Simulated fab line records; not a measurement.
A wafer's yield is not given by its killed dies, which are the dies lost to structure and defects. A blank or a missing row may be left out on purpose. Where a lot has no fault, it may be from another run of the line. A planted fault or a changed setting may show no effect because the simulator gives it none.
fab line records | flow gf180mcu | part 1 of 2: steps 1 to 42 of 43
record: lots: 6 | wafers: 18 | lastDay: 34
route steps=602 shown POLY_GATE@161 HV_LDD@176 PASSIVATION@602
lots that met no fault: taken from a fault-free run of the same line
startH: hours from the record's opening day to when the first of the lot's shown wafers began | waitH: time in hours since the lot's previous step | " repeats the value in the row above | L1.1+2: one row covering several wafers at once | - either no value or no given start | * or withheld: withheld | < > ~ a bound
route shown NAME@n: names a module that has steps shown in the file, with the first one's number in the route | usual: mean/standard deviation of fault-free wafers | same: alike in all rows | chamber/n: place in a boat | sites: readings site by site | _std_site: their standard deviation | _edge_site: mean of outer sites minus mean of inner sites | radiusMm: how far each site lies from the wafer's centre | mask NAME#n: copy n | behind: the tool/chamber that last shaped the wafer | hold: what put the lot on hold/how long, in hours/how the hold closed | device: whichever transistor did not switch (one of n, p or np) | end of line: at the end of the route, the tests of the same wafers | a step given without rows: its recipe and nothing more | killed: at the first sort, the dies lost to defects and structure; wafer yield is something else | map: per-die view of a wafer (x killed, . not killed, _ where there is no die)
set.NAME: the setting as run; set.NAME@STEP: as run at that earlier step | model.NAME: the simulator's own value behind a step, which no gauge read
lots at some steps of the route; a table a step, a row a wafer
services: from which hour (startH, from the record's first day; less than 0 if before it) a tool's chamber was out of use, for how many hours, and why
== steps ==
step: GF_POLY_GATE_COAT_04
recipe: resist: BARC | tempC: withheld | timeS: withheld | spinRpm: withheld | resistThkNm: withheld
step: GF_POLY_GATE_COAT_05
recipe: resist: KrF | spinRpm: withheld | resistThkNm: 700
step: GF_POLY_GATE_SOFTBAKE_06
recipe: tempC: 130.8 | timeS: 60 | resist: KrF
step: GF_POLY_GATE_EXPOSE_07
recipe: maskId: Poly2 | targetCdNm: 280 | na: 0.68 | sourceShape: conventional | sigmaOuter: 0.6 | doseMj: 28
step: GF_POLY_GATE_PEB_08
recipe: pebTempC: 135 | pebTimeS: 90 | resist: KrF
step: GF_POLY_GATE_DEVELOP_09
recipe: developTimeS: 60 | resist: KrF | devTempC: 21
step: GF_POLY_GATE_CD_MEAS_10
recipe: targetCdNm: 280
usual: cdNm: 279.5/1.2
lot.wafer | tool     | chamber | startH | waitH | cdNm
L916.1    | cdSem-02 | -       | 214.94 | 0.1   | 278.9
L916.4    | "        | -       | "      | "     | 278.9
L916.6    | "        | -       | "      | "     | 279.3
L923.3    | cdSem-02 | -       | 267.88 | 0.1   | 278.7
L923.5    | "        | -       | "      | "     | 278.9
L923.6    | "        | -       | "      | "     | 279.1
L925.2    | cdSem-02 | -       | 283.70 | 0.1   | 279.2
L925.4    | "        | -       | "      | "     | 279.5
L925.6    | "        | -       | "      | "     | 279.8
L926.1    | cdSem-01 | -       | 291.38 | 0.1   | 275.7
L926.3    | "        | -       | "      | "     | 277.3
L926.4    | "        | -       | "      | "     | 276.1
L927.1    | cdSem-02 | -       | 294.58 | 0.1   | 281.3
L927.2    | "        | -       | "      | "     | 281.5
L927.5    | "        | -       | "      | "     | 281.0
L936.2    | cdSem-02 | -       | 363.36 | 0.1   | 282.0
L936.4    | "        | -       | "      | "     | 280.4
L936.6    | "        | -       | "      | "     | 281.1
step: GF_POLY_GATE_OVL_MEAS_11
usual: POLY_GATE_OVL: 2/5.9
lot.wafer | tool       | chamber | startH | waitH | POLY_GATE_OVL[nm]
L916.1    | overlay-02 | -       | 215.06 | 0.1   | -1
L916.4    | "          | -       | "      | "     | 0
L916.6    | "          | -       | "      | "     | -4
L923.3    | overlay-02 | -       | 267.97 | 0.1   | 14
L923.5    | "          | -       | "      | "     | 6
L923.6    | "          | -       | "      | "     | 13
L925.2    | overlay-02 | -       | 283.81 | 0.1   | -2
L925.4    | "          | -       | "      | "     | -1
L925.6    | "          | -       | "      | "     | 6
L926.1    | overlay-02 | -       | 291.50 | 0.1   | 0
L926.3    | "          | -       | "      | "     | -8
L926.4    | "          | -       | "      | "     | -10
L927.1    | overlay-02 | -       | 294.70 | 0.1   | -1
L927.2    | "          | -       | "      | "     | -6
L927.5    | "          | -       | "      | "     | -3
L936.2    | overlay-01 | -       | 363.47 | 0.1   | 9
L936.4    | "          | -       | "      | "     | 8
L936.6    | "          | -       | "      | "     | 7
step: GF_POLY_GATE_ETCH_12
recipe: chemistry: N2/H2 | targetDepthA: withheld | overetchA: withheld | timeS: withheld | target: BARC | ionEnergyEv: 200 | sourceW: 500 | biasW: 100 | pressureMtorr: 30 | n2FlowSccm: 100 | h2FlowSccm: 200
usual: drypumpMotorCurrentA: 5.6/0.57 | oesProductAu: 0.735/0.0045 | throttleValvePct: 13.214/0.0081
lot.wafer | tool       | chamber | startH | waitH | drypumpMotorCurrentA | oesProductAu | throttleValvePct
L916.1    | rieDiel-02 | 3       | 215.10 | 0.0   | 5.8                  | 0.741        | 13.214
L916.4    | "          | 2       | "      | "     | 5.0                  | 0.724        | 13.211
L916.6    | "          | 0       | "      | "     | 5.6                  | 0.737        | 13.212
L923.3    | rieDiel-02 | 0       | 268.00 | 0.0   | 5.6                  | 0.731        | 13.222
L923.5    | "          | 0       | "      | "     | 5.7                  | 0.740        | 13.229
L923.6    | "          | 1       | "      | "     | 5.3                  | 0.743        | 13.214
L925.2    | rieDiel-04 | 1       | 283.84 | 0.0   | 5.7                  | 0.733        | 13.213
L925.4    | "          | 3       | "      | "     | 4.7                  | 0.736        | 13.221
L925.6    | "          | 2       | "      | "     | 4.9                  | 0.736        | 13.218
L926.1    | rieDiel-04 | 2       | 291.54 | 0.0   | 4.9                  | 0.732        | 13.196
L926.3    | "          | 0       | "      | "     | 5.1                  | 0.734        | 13.197
L926.4    | "          | 0       | "      | "     | 5.1                  | 0.726        | 13.196
L927.1    | rieDiel-03 | 3       | 294.74 | 0.0   | 5.9                  | 0.734        | 13.220
L927.2    | "          | 0       | "      | "     | 5.9                  | 0.732        | 13.221
L927.5    | "          | 3       | "      | "     | 5.9                  | 0.739        | 13.201
L936.2    | rieDiel-04 | 3       | 363.50 | 0.0   | 4.7                  | 0.734        | 13.207
L936.4    | "          | 0       | "      | "     | 5.1                  | 0.736        | 13.210
L936.6    | "          | 2       | "      | "     | 4.9                  | 0.734        | 13.208
step: GF_POLY_GATE_ETCH_13
recipe: target: poly-Si | targetDepthNm: 198.5 | stopOn: SiO2 | overEtchFrac: 0.403 | chemistry: HBr/Cl2 | icpW: 400 | biasW: 100 | pressureMtorr: 10 | HBr_flow_sccm: 150 | Cl2_flow_sccm: 50 | timeS: 69.6
usual: drypumpMotorCurrentA: 5.8/0.32 | oesProductAu: 0.990/0.0074 | throttleValvePct: 33.685/0.0089
lot.wafer | tool     | chamber | startH | waitH | drypumpMotorCurrentA | oesProductAu | rfHoursCounterH | throttleValvePct
L916.1    | rieSi-01 | 1       | 215.15 | -     | 5.4                  | 0.985        | 88              | 33.685
L916.4    | "        | 2       | "      | "     | 6.2                  | 0.995        | 62              | 33.683
L916.6    | "        | 0       | "      | "     | 6.1                  | 0.982        | -               | 33.672
L923.3    | rieSi-01 | 0       | 268.05 | -     | 6.1                  | 0.989        | 50              | 33.680
L923.5    | "        | 3       | "      | "     | 5.8                  | 0.986        | -               | 33.693
L923.6    | "        | 2       | "      | "     | 6.2                  | 0.986        | -               | 33.666
L925.2    | rieSi-02 | 0       | 283.89 | -     | 5.9                  | 0.990        | 4               | 33.702
L925.4    | "        | 2       | "      | "     | 5.7                  | 1.010        | 6               | 33.699
L925.6    | "        | 1       | "      | "     | 5.2                  | 1.000        | -               | 33.687
L926.1    | rieSi-02 | 1       | 291.59 | -     | 5.2                  | 0.991        | 20              | 33.663
L926.3    | "        | 3       | "      | "     | 6.1                  | 0.987        | 1               | 33.667
L926.4    | "        | 0       | "      | "     | 5.9                  | 0.983        | 4               | 33.684
L927.1    | rieSi-02 | 3       | 294.79 | -     | 6.0                  | 0.979        | 1               | 33.680
L927.2    | "        | 0       | "      | "     | 5.9                  | 0.984        | 5               | 33.687
L927.5    | "        | 1       | "      | "     | 5.2                  | 0.995        | -               | 33.684
L936.2    | rieSi-02 | 3       | 363.55 | -     | 6.1                  | 0.990        | 2               | 33.680
L936.4    | "        | 1       | "      | "     | 5.1                  | 0.995        | 21              | 33.696
L936.6    | "        | 0       | "      | "     | 5.9                  | 1.006        | -               | 33.681
step: GF_POLY_GATE_STRIP_14
recipe: chemistry: O2/N2 | powerW: 1400 | pressureMtorr: 1500 | platenTempC: 250 | o2FlowSccm: 3000 | n2FlowSccm: 300 | overashFraction: 0.5
usual: drypumpMotorCurrentA: 6.2/0.44 | heaterPowerW: 315/28 | oesProductAu: 0.504/0.0053
lot.wafer | tool           | chamber | startH | waitH | drypumpMotorCurrentA | heaterPowerW | oesProductAu | rfHoursCounterH
L916.1    | plasmaAsher-04 | 1       | 215.20 | 0.0   | 6.7                  | 326          | 0.502        | 55
L916.4    | "              | 0       | "      | "     | 6.6                  | 312          | 0.497        | -
L916.6    | "              | 1       | "      | "     | 6.7                  | 324          | 0.498        | -
L923.3    | plasmaAsher-02 | 1       | 268.14 | 0.1   | 5.9                  | 274          | 0.506        | -
L923.5    | "              | 1       | "      | "     | 5.9                  | 282          | 0.501        | -
L923.6    | "              | 0       | "      | "     | 5.8                  | 340          | 0.501        | -
L925.2    | plasmaAsher-04 | 0       | 283.94 | 0.0   | 6.6                  | 324          | 0.499        | 62
L925.4    | "              | 0       | "      | "     | 6.6                  | 316          | 0.494        | -
L925.6    | "              | 0       | "      | "     | 6.6                  | 303          | 0.494        | -
L926.1    | plasmaAsher-02 | 0       | 291.64 | 0.0   | 5.8                  | 351          | 0.497        | 63
L926.3    | "              | 1       | "      | "     | 5.9                  | 276          | 0.501        | -
L926.4    | "              | 0       | "      | "     | 5.8                  | 340          | 0.512        | -
L927.1    | plasmaAsher-02 | 1       | 294.84 | 0.0   | 6.0                  | 275          | 0.515        | 63
L927.2    | "              | 0       | "      | "     | 5.8                  | 338          | 0.499        | 63
L927.5    | "              | 1       | "      | "     | 5.9                  | 275          | 0.508        | -
L936.2    | plasmaAsher-01 | 0       | 363.60 | 0.0   | 5.3                  | 272          | 0.511        | 22
L936.4    | "              | 1       | "      | "     | 6.0                  | 351          | 0.501        | -
L936.6    | "              | 1       | "      | "     | 6.0                  | 357          | 0.505        | -
step: GF_POLY_GATE_CLEAN_15
recipe: chemistry: SC1/SC2 | mix: 1:4:20 | tempC: 70 | timeS: 150 | dry: n2Spin
step: GF_POLY_GATE_OXIDATION_16
recipe: tempC: 850 | ambient: O2 | stabiliseS: 600 | purgeS: 300 | targetThkA: 40 | oxTimeS: 899
usual: spikeTcTopC: 858.4/1.5 | tubeCenterTempC: 850.01/0.081
same: stabiliseS: 600
lot.wafer | tool       | chamber | startH | waitH | spikeTcTopC | tubeCenterTempC
L916.1    | furnace-02 | 0       | 216.51 | 1.2   | 853.8       | 850.02
L916.4    | "          | 0       | "      | "     | 856.4       | 849.97
L916.6    | "          | 0       | "      | "     | 857.8       | 850.01
L923.3    | furnace-01 | 0       | 269.07 | 0.8   | 860.4       | 849.95
L923.5    | "          | 0       | "      | "     | 859.5       | 849.98
L923.6    | "          | 0       | "      | "     | 861.4       | 850.2
L925.2    | furnace-01 | 0       | 284.14 | 0.0   | 858.3       | 849.93
L925.4    | "          | 0       | "      | "     | 859.9       | 850.16
L925.6    | "          | 0       | "      | "     | 858.2       | 849.99
L926.1    | furnace-02 | 0       | 292.25 | 0.5   | 855.7       | 850.12
L926.3    | "          | 0       | "      | "     | 859.6       | 850.07
L926.4    | "          | 0       | "      | "     | 858.9       | 849.94
L927.1    | furnace-01 | 0       | 295.95 | 1.0   | 862.3       | 849.96
L927.2    | "          | 0       | "      | "     | 860.9       | 850.02
L927.5    | "          | 0       | "      | "     | 857.6       | 849.96
L936.2    | furnace-02 | 0       | 363.76 | 0.0   | 857.9       | 850.05
L936.4    | "          | 0       | "      | "     | 857.2       | 850.03
L936.6    | "          | 0       | "      | "     | 856.8       | 849.99
step: GF_POLY_GATE_THK_MEAS_17
recipe: reads: SiO2_of_POLY_GATE_OXIDATION_16
usual: POLY_GATE_OXIDATION_THK: 3.97/0.086
lot.wafer | tool         | chamber | startH | waitH | POLY_GATE_OXIDATION_THK[nm]
L916.1    | filmMetro-03 | -       | 217.76 | 0.0   | 3.95
L916.4    | "            | -       | "      | "     | 3.99
L916.6    | "            | -       | "      | "     | 3.94
L923.3    | filmMetro-02 | -       | 270.34 | 0.0   | 3.88
L923.5    | "            | -       | "      | "     | 3.98
L923.6    | "            | -       | "      | "     | 3.98
L925.2    | filmMetro-04 | -       | 285.40 | 0.0   | 3.85
L925.4    | "            | -       | "      | "     | 3.90
L925.6    | "            | -       | "      | "     | 3.94
L926.1    | filmMetro-03 | -       | 293.50 | 0.0   | 4.06
L926.3    | "            | -       | "      | "     | 4.13
L926.4    | "            | -       | "      | "     | 4.11
L927.1    | filmMetro-02 | -       | 297.20 | 0.0   | 3.90
L927.2    | "            | -       | "      | "     | 3.83
L927.5    | "            | -       | "      | "     | 3.90
L936.2    | filmMetro-03 | -       | 365.02 | 0.0   | 3.96
L936.4    | "            | -       | "      | "     | 3.90
L936.6    | "            | -       | "      | "     | 3.94
step: GF_POLY_GATE_CD_MEAS_18
usual: cdNm: 279.4/1.5
lot.wafer | tool     | chamber | startH | waitH | cdNm
L916.1    | cdSem-02 | -       | 217.82 | 0.1   | 278.2
L916.4    | "        | -       | "      | "     | 279.2
L916.6    | "        | -       | "      | "     | 279.9
L923.3    | cdSem-01 | -       | 270.44 | 0.1   | 281.0
L923.5    | "        | -       | "      | "     | 281.5
L923.6    | "        | -       | "      | "     | 279.2
L925.2    | cdSem-02 | -       | 285.48 | 0.1   | 280.7
L925.4    | "        | -       | "      | "     | 278.6
L925.6    | "        | -       | "      | "     | 279.6
L926.1    | cdSem-01 | -       | 293.56 | 0.1   | 275.5
L926.3    | "        | -       | "      | "     | 278.2
L926.4    | "        | -       | "      | "     | 276.8
L927.1    | cdSem-01 | -       | 297.26 | 0.1   | 281.9
L927.2    | "        | -       | "      | "     | 280.7
L927.5    | "        | -       | "      | "     | 280.1
L936.2    | cdSem-02 | -       | 365.09 | 0.1   | 280.0
L936.4    | "        | -       | "      | "     | 279.2
L936.6    | "        | -       | "      | "     | 280.2
step: GF_HV_LDD_DEHYDRATE_00
recipe: tempC: 200 | timeS: 60
step: GF_HV_LDD_HMDS_01
recipe: primeTimeS: 60 | primeTempC: 120
step: GF_HV_LDD_COAT_02
recipe: resist: NOVOLAK | spinRpm: 3000 | resistThkNm: 1000
step: GF_HV_LDD_SOFTBAKE_03
recipe: tempC: 90 | timeS: 60 | resist: NOVOLAK
step: GF_HV_LDD_EXPOSE_04
recipe: maskId: Nplus_LV_AREA | targetCdNm: 400 | na: 0.6 | sourceShape: conventional | sigmaOuter: 0.6 | doseMj: 137.6
step: GF_HV_LDD_PEB_05
recipe: tempC: withheld | timeS: * | resist: NOVOLAK
step: GF_HV_LDD_DEVELOP_06
recipe: developTimeS: 60 | devTempC: 23
step: GF_HV_LDD_CD_MEAS_07
recipe: targetCdNm: 400
usual: cdNm: 399.8/2.1
lot.wafer | tool     | chamber | startH | waitH | cdNm
L916.1    | cdSem-01 | -       | 235.99 | 0.1   | 402.1
L916.4    | "        | -       | "      | "     | 402.6
L916.6    | "        | -       | "      | "     | 399.1
L923.3    | cdSem-02 | -       | 290.32 | 0.1   | 401.4
L923.5    | "        | -       | "      | "     | 401.8
L923.6    | "        | -       | "      | "     | 401.7
L925.2    | cdSem-01 | -       | 305.05 | 0.1   | 399.7
L925.4    | "        | -       | "      | "     | 402.8
L925.6    | "        | -       | "      | "     | 402.7
L926.1    | cdSem-01 | -       | 313.18 | 0.1   | 398.3
L926.3    | "        | -       | "      | "     | 401.7
L926.4    | "        | -       | "      | "     | 402.4
L927.1    | cdSem-01 | -       | 317.43 | 0.1   | 397.6
L927.2    | "        | -       | "      | "     | 397.8
L927.5    | "        | -       | "      | "     | 398.5
L936.2    | cdSem-02 | -       | 387.30 | 0.1   | 395.4
L936.4    | "        | -       | "      | "     | 397.0
L936.6    | "        | -       | "      | "     | 396.0
step: GF_HV_LDD_OVL_MEAS_08
usual: HV_LDD_OVL: 0.6/1.6
lot.wafer | tool       | chamber | startH | waitH | HV_LDD_OVL[nm]
L916.1    | overlay-01 | -       | 236.11 | 0.1   | -0.9
L916.4    | "          | -       | "      | "     | -1.0
L916.6    | "          | -       | "      | "     | -0.2
L923.3    | overlay-02 | -       | 290.41 | 0.1   | -2.0
L923.5    | "          | -       | "      | "     | -1.0
L923.6    | "          | -       | "      | "     | -0.6
L925.2    | overlay-02 | -       | 305.16 | 0.1   | 1.2
L925.4    | "          | -       | "      | "     | 2.1
L925.6    | "          | -       | "      | "     | 1.0
L926.1    | overlay-01 | -       | 313.30 | 0.1   | 0.8
L926.3    | "          | -       | "      | "     | 2.0
L926.4    | "          | -       | "      | "     | 1.6
L927.1    | overlay-02 | -       | 317.55 | 0.1   | -1.7
L927.2    | "          | -       | "      | "     | -1.8
L927.5    | "          | -       | "      | "     | -1.6
L936.2    | overlay-01 | -       | 387.41 | 0.1   | -1.5
L936.4    | "          | -       | "      | "     | -0.6
L936.6    | "          | -       | "      | "     | -0.2
step: GF_HV_LDD_IMPLANT_09
recipe: species: As | energyKev: 40 | doseCm2: 1e+14 | tiltDeg: 7
step: GF_HV_LDD_STRIP_10
recipe: chemistry: O2/N2 | powerW: 1400 | pressureMtorr: 1500 | platenTempC: 250 | o2FlowSccm: 3000 | n2FlowSccm: 300 | overashFraction: 0.5
usual: drypumpMotorCurrentA: 6.0/0.48 | heaterPowerW: 309/30 | oesProductAu: 0.716/0.0047 | stripTimeToEndpointS: 12.63/0.032
lot.wafer | tool           | chamber | startH | waitH | drypumpMotorCurrentA | heaterPowerW | oesProductAu | rfHoursCounterH | stripTimeToEndpointS
L916.1    | plasmaAsher-04 | 0       | 236.30 | 0.1   | 6.6                  | 329          | 0.714        | 57              | 12.62
L916.4    | "              | 0       | "      | "     | 6.6                  | 312          | 0.720        | -               | 12.62
L916.6    | "              | 1       | "      | "     | 6.6                  | 324          | 0.707        | -               | 12.65
L923.3    | plasmaAsher-04 | 1       | 290.62 | 0.1   | 6.6                  | 332          | 0.719        | -               | 12.64
L923.5    | "              | 0       | "      | "     | 6.6                  | 317          | 0.710        | -               | 12.64
L923.6    | "              | 1       | "      | "     | 6.6                  | 321          | 0.717        | -               | 12.64
L925.2    | plasmaAsher-04 | 0       | 305.34 | 0.1   | 6.6                  | 320          | 0.714        | 65              | 12.60
L925.4    | "              | 0       | "      | "     | 6.6                  | 311          | 0.719        | -               | 12.58
L925.6    | "              | 0       | "      | "     | 6.6                  | 325          | 0.714        | -               | 12.61
L926.1    | plasmaAsher-03 | 1       | 313.49 | 0.1   | 5.8                  | 339          | 0.714        | 56              | 12.64
L926.3    | "              | 0       | "      | "     | 5.4                  | 256          | 0.723        | -               | 12.72
L926.4    | "              | 1       | "      | "     | 5.8                  | 336          | 0.716        | -               | 12.65
L927.1    | plasmaAsher-03 | 1       | 317.74 | 0.1   | 5.8                  | 330          | 0.708        | 57              | 12.68
L927.2    | "              | 0       | "      | "     | 5.4                  | 259          | 0.721        | 57              | 12.66
L927.5    | "              | 0       | "      | "     | 5.4                  | 265          | 0.714        | -               | 12.66
L936.2    | plasmaAsher-03 | 1       | 387.59 | 0.1   | 5.9                  | 330          | 0.715        | 64              | 12.64
L936.4    | "              | 1       | "      | "     | 5.9                  | 326          | 0.724        | -               | 12.64
L936.6    | "              | 0       | "      | "     | 5.4                  | 262          | 0.717        | -               | 12.63
step: GF_HV_LDD_TW_MEAS_11
usual: HV_LDD_TW: 2402/20
lot.wafer | tool         | chamber | startH | waitH | HV_LDD_TW
L916.1    | filmMetro-01 | -       | 236.40 | 0.1   | 2406
L916.4    | "            | -       | "      | "     | 2390
L916.6    | "            | -       | "      | "     | 2398
L923.3    | filmMetro-01 | -       | 290.71 | 0.1   | 2390
L923.5    | "            | -       | "      | "     | 2395
L923.6    | "            | -       | "      | "     | 2390
L925.2    | filmMetro-01 | -       | 305.45 | 0.1   | 2396
L925.4    | "            | -       | "      | "     | 2384
L925.6    | "            | -       | "      | "     | 2393
L926.1    | filmMetro-04 | -       | 313.59 | 0.1   | 2437
L926.3    | "            | -       | "      | "     | 2424
L926.4    | "            | -       | "      | "     | 2434
L927.1    | filmMetro-01 | -       | 317.84 | 0.1   | 2385
L927.2    | "            | -       | "      | "     | 2380
L927.5    | "            | -       | "      | "     | 2405
L936.2    | filmMetro-01 | -       | 387.70 | 0.1   | 2366
L936.4    | "            | -       | "      | "     | 2389
L936.6    | "            | -       | "      | "     | 2373
step: GF_HV_LDD_DEHYDRATE_12
recipe: tempC: 200 | timeS: 60
step: GF_HV_LDD_HMDS_13
recipe: primeTimeS: 60 | primeTempC: 120
step: GF_HV_LDD_COAT_14
recipe: resist: NOVOLAK | spinRpm: 3000 | resistThkNm: 1000
step: GF_HV_LDD_SOFTBAKE_15
recipe: tempC: 90 | timeS: 60 | resist: NOVOLAK
step: GF_HV_LDD_EXPOSE_16
recipe: maskId: Pplus_LV_AREA | targetCdNm: 400 | na: 0.6 | sourceShape: conventional | sigmaOuter: 0.6 | doseMj: 140
step: GF_HV_LDD_PEB_17
recipe: tempC: withheld | timeS: * | resist: NOVOLAK
step: GF_HV_LDD_DEVELOP_18
recipe: developTimeS: 60 | devTempC: 23
step: GF_HV_LDD_CD_MEAS_19
recipe: targetCdNm: 400
usual: cdNm: 399.6/2.3
lot.wafer | tool     | chamber | startH | waitH | cdNm
L916.1    | cdSem-01 | -       | 255.08 | 0.1   | 396.7
L916.4    | "        | -       | "      | "     | 399.7
L916.6    | "        | -       | "      | "     | 397.9
L923.3    | cdSem-02 | -       | 310.62 | 0.1   | 404.8
L923.5    | "        | -       | "      | "     | 404.3
L923.6    | "        | -       | "      | "     | 403.0
L925.2    | cdSem-01 | -       | 325.91 | 0.1   | 397.5
L925.4    | "        | -       | "      | "     | 401.5
L925.6    | "        | -       | "      | "     | 400.6
L926.1    | cdSem-02 | -       | 333.74 | 0.1   | 398.7
L926.3    | "        | -       | "      | "     | 400.6
L926.4    | "        | -       | "      | "     | 400.8
L927.1    | cdSem-02 | -       | 338.78 | 0.1   | 401.6
L927.2    | "        | -       | "      | "     | 400.3
L927.5    | "        | -       | "      | "     | 398.7
L936.2    | cdSem-02 | -       | 410.85 | 0.1   | 402.0
L936.4    | "        | -       | "      | "     | 403.2
L936.6    | "        | -       | "      | "     | 401.2
step: GF_HV_LDD_OVL_MEAS_20
usual: HV_LDD_01_OVL: 0.4/1.4
lot.wafer | tool       | chamber | startH | waitH | HV_LDD_01_OVL[nm]
L916.1    | overlay-01 | -       | 255.20 | 0.1   | 2.9
L916.4    | "          | -       | "      | "     | 1.8
L916.6    | "          | -       | "      | "     | 3.3
L923.3    | overlay-02 | -       | 310.72 | 0.1   | -0.7
L923.5    | "          | -       | "      | "     | 0.4
L923.6    | "          | -       | "      | "     | -2.1
L925.2    | overlay-02 | -       | 326.02 | 0.1   | 0.0
L925.4    | "          | -       | "      | "     | -0.8
L925.6    | "          | -       | "      | "     | -0.1
L926.1    | overlay-02 | -       | 333.86 | 0.1   | -1.4
L926.3    | "          | -       | "      | "     | -0.1
L926.4    | "          | -       | "      | "     | -0.6
L927.1    | overlay-02 | -       | 338.90 | 0.1   | 0.6
L927.2    | "          | -       | "      | "     | -0.7
L927.5    | "          | -       | "      | "     | -1.3
L936.2    | overlay-01 | -       | 410.96 | 0.1   | -2.1
L936.4    | "          | -       | "      | "     | -1.8
L936.6    | "          | -       | "      | "     | -1.7
step: GF_HV_LDD_IMPLANT_21
recipe: species: BF2 | energyKev: 25 | doseCm2: 5e+13 | tiltDeg: 7
step: GF_HV_LDD_STRIP_22
recipe: chemistry: O2/N2 | powerW: 1400 | pressureMtorr: 1500 | platenTempC: 250 | o2FlowSccm: 3000 | n2FlowSccm: 300 | overashFraction: 0.5
usual: drypumpMotorCurrentA: 6.0/0.48 | heaterPowerW: 307/31 | oesProductAu: 0.716/0.0048 | stripTimeToEndpointS: 12.63/0.034
lot.wafer | tool           | chamber | startH | waitH | drypumpMotorCurrentA | heaterPowerW | oesProductAu | rfHoursCounterH | stripTimeToEndpointS
L916.1    | plasmaAsher-03 | 0       | 255.39 | 0.1   | 5.4                  | 258          | 0.710        | 50              | 12.64
L916.4    | "              | 1       | "      | "     | 5.9                  | 325          | 0.713        | -               | 12.62
L916.6    | "              | 0       | "      | "     | 5.4                  | 261          | 0.709        | -               | 12.64
L923.3    | plasmaAsher-03 | 1       | 310.92 | 0.1   | 5.9                  | 319          | 0.713        | -               | 12.57
L923.5    | "              | 0       | "      | "     | 5.4                  | 262          | 0.712        | -               | 12.60
L923.6    | "              | 1       | "      | "     | 5.9                  | 324          | 0.718        | -               | 12.61
L925.2    | plasmaAsher-03 | 0       | 326.20 | 0.1   | 5.4                  | 266          | 0.706        | 58              | 12.57
L925.4    | "              | 0       | "      | "     | 5.4                  | 263          | 0.721        | -               | 12.59
L925.6    | "              | 0       | "      | "     | 5.4                  | 261          | 0.717        | -               | 12.59
L926.1    | plasmaAsher-03 | 1       | 334.05 | 0.1   | 5.9                  | 333          | 0.711        | 59              | 12.61
L926.3    | "              | 0       | "      | "     | 5.4                  | 263          | 0.714        | -               | 12.65
L926.4    | "              | 1       | "      | "     | 5.9                  | 326          | 0.720        | -               | 12.59
L927.1    | plasmaAsher-04 | 0       | 339.09 | 0.1   | 6.6                  | 321          | 0.725        | 68              | 12.63
L927.2    | "              | 1       | "      | "     | 6.6                  | 326          | 0.723        | 68              | 12.63
L927.5    | "              | 0       | "      | "     | 6.6                  | 318          | 0.713        | -               | 12.65
L936.2    | plasmaAsher-03 | 1       | 411.14 | 0.1   | 5.9                  | 328          | 0.725        | 67              | 12.61
L936.4    | "              | 0       | "      | "     | 5.4                  | 266          | 0.712        | -               | 12.65
L936.6    | "              | 1       | "      | "     | 5.9                  | 336          | 0.716        | -               | 12.62
step: GF_HV_LDD_TW_MEAS_23
usual: HV_LDD_2_TW: 1056/7.6
lot.wafer | tool         | chamber | startH | waitH | HV_LDD_2_TW
L916.1    | filmMetro-04 | -       | 255.49 | 0.1   | 1065
L916.4    | "            | -       | "      | "     | 1061
L916.6    | "            | -       | "      | "     | 1058
L923.3    | filmMetro-04 | -       | 311.01 | 0.1   | 1061
L923.5    | "            | -       | "      | "     | 1060
L923.6    | "            | -       | "      | "     | 1061
L925.2    | filmMetro-04 | -       | 326.31 | 0.1   | 1071
L925.4    | "            | -       | "      | "     | 1064
L925.6    | "            | -       | "      | "     | 1066
L926.1    | filmMetro-02 | -       | 334.15 | 0.1   | 1045
L926.3    | "            | -       | "      | "     | 1046
L926.4    | "            | -       | "      | "     | 1053
L927.1    | filmMetro-04 | -       | 339.19 | 0.1   | 1060
L927.2    | "            | -       | "      | "     | 1062
L927.5    | "            | -       | "      | "     | 1059
L936.2    | filmMetro-02 | -       | 411.25 | 0.1   | 1045
L936.4    | "            | -       | "      | "     | 1045
L936.6    | "            | -       | "      | "     | 1050
step: GF_HV_LDD_DEHYDRATE_24
recipe: tempC: 200 | timeS: 60
step: GF_HV_LDD_HMDS_25
recipe: primeTimeS: 60 | primeTempC: 119.5
step: GF_HV_LDD_COAT_26
recipe: resist: NOVOLAK | spinRpm: 3000 | resistThkNm: 1000
